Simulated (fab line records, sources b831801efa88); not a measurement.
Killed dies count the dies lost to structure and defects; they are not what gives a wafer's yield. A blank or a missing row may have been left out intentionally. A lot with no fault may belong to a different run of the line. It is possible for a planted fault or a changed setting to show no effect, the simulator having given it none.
A struck lot beside a sound one + flow sky130 + 15 out of 708 route steps
Sound: wafers L399.1, L399.2, L399.4. Struck: wafers L410.1, L410.4, L410.6. Last of all comes the cause.
For every step that has rows: the tool of each side, followed by ch and its chambers, followed by its first start. Under that, the readings that differ: sound wafers + struck wafers + difference of the means + sigmas: that difference in standard deviations of wafers without a fault.
alike: same words and numbers on both sides, and readings whose means sit less than 2 such deviations apart. not compared: any withheld reading, any reading some wafer has no value for, any bound like >300 that may hide the same value, and any number with overlapping values for which the record gives no deviation.
A row with sigmas, a row that says differs or no value, or rows on one side alone: a step with any of these is where the two part. Non-overlapping numbers with no deviation appear without sigmas and do not part them. A reading that every wafer of one side lacks parts them only if that side has two wafers or more.

first, 3 steps without rows for these wafers: SKY_RES_PROTECT_PEB_05; SKY_RES_PROTECT_DEVELOP_06 (develop time 60 s); SKY_POLY_GATE_IMPLANT_02.
SKY_RES_PROTECT_STRIP_07: strips in O2/N2.
  sound on plasma asher-03 ch 0,1, day 18 13:33; struck on plasma asher-04 ch 0,1, day 22 14:39
  alike: drypump motor current A, oes product au, strip time to endpoint s
  not compared: rf hours counter h
SKY_RES_PROTECT_TW_MEAS_08:
  struck on film metro-02, day 22 14:45; sound on film metro-04, day 18 13:39
  alike: POLY_GATE_TW
then, 2 steps without rows for these wafers: SKY_RES_PROTECT_CLEAN_09 (cleans in SC1/SC2, time 150 s); SKY_POLY_GATE_CVD_03 (deposits Si3N4 from DCS/NH3, target thk 75 nm, time 1290 s).
SKY_POLY_GATE_THK_MEAS_04:
  struck on film metro-04, day 22 16:56; sound on film metro-04, day 18 16:10
  alike: POLY_GATE_CVD_03_THK
then, 4 steps without rows for these wafers: SKY_POLY_GATE_DEHYDRATE_05 (time 60 s); SKY_POLY_GATE_HMDS_06 (prime time 60 s); SKY_POLY_GATE_COAT_07 (resist thk 110 nm); SKY_POLY_GATE_COAT_08 (resist thk 450 nm).
SKY_POLY_GATE_SOFTBAKE_09: time 90 s.
  sound on litho track-04 ch 0, day 19 05:00; struck on litho track-04 ch 0, day 23 08:00
| reading                  | sound              | struck               | difference | sigmas |
|--------------------------|--------------------|----------------------|------------|--------|
| heater power total W (W) | 57.36 57.37 57.45  | 58.00 57.96 57.81    | +0.53      | +5     |
| plate temp C (C)         | 99.98 100.09 99.84 | 100.65 100.60 100.62 | +0.65      | +5     |
then, 1 step without rows for these wafers: SKY_POLY_GATE_EXPOSE_10 (exposes mask P1M, target cd 150 nm).
-- record jumps: 27 days separate the struck wafers' starts on either side; left off in module POLY_GATE, taken up again in module PAD_OPEN, whose first shown step is the route's number 708 --
SKY_PAD_OPEN_PROBE_99:
  struck on prober-01, day 50 09:55; sound on prober-02, day 47 23:14
| reading             | sound    | struck  | difference | sigmas |
|---------------------|----------|---------|------------|--------|
| killed at front end | 24 19 17 | 9 15 10 | -9         | -2     |
  alike: killed_at_M0_to_M3, killed_at_M4_up, killed at contacts, killed at other, killed dies, killed on rim, killed open, killed short

## WHERE THEY PART
First at SKY_POLY_GATE_SOFTBAKE_09; last, within this record, at SKY_PAD_OPEN_PROBE_99.

WHY: what the simulator had put in
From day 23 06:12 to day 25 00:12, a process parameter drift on litho track-04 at SKY_POLY_GATE_SOFTBAKE_09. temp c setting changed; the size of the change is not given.
